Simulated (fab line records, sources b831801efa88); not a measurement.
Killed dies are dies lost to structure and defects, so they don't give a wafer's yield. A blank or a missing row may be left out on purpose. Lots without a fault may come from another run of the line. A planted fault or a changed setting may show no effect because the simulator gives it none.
Chamber matching | flow sky130 | SKY_PASSIVATION_CVD_02 on pecvd-03: 3 sister chambers
The step deposits Si3N4, target thk 540 nm. 3 wafers are shown with their chamber, then 8 later ones without.

WAFERS WITH THEIR CHAMBER
wafer  | chamber | heater_power_w (W)
L079.4 | 2       | 697
L083.5 | 1       | 788
L092.1 | 0       | 701

WAFERS WITHOUT THEIR CHAMBER
wafer  | heater_power_w (W)
L092.2 | 720
L092.4 | 809
L095.1 | 811
L095.2 | 697
L095.3 | 636
L096.3 | 828
L096.4 | 667
L096.5 | 661

WHICH CHAMBER EACH WENT THROUGH
wafer  | from the rows above          | in truth
L092.2 | can't be placed: 0 or 2 or 1 | 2
L092.4 | 1                            | 1
L095.1 | 1                            | 1
L095.2 | can't be placed: 2 or 0      | 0
L095.3 | can't be placed: 2 or 0      | 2
L096.3 | 1                            | 1
L096.4 | can't be placed: 2 or 0      | 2
L096.5 | can't be placed: 2 or 0      | 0
Placed correctly: 3 of 8. Can't be placed from these rows: 5 (the true chamber is among the candidates in 5). Placed wrongly: 0.
How it was worked out, from the rows above alone: a wafer's distance from a chamber is the root of the sum, over the readings, of the square of ((its reading less the chamber's mean) divided by the reading's scatter). The wafer belongs to the nearest chamber; if the next one is less than 2 further off, it can't be placed. A chamber's mean is the mean of its shown wafers. The scatter: with one shown wafer a chamber, the root of the mean of the squares of how far each hidden wafer lies from its nearest shown one.
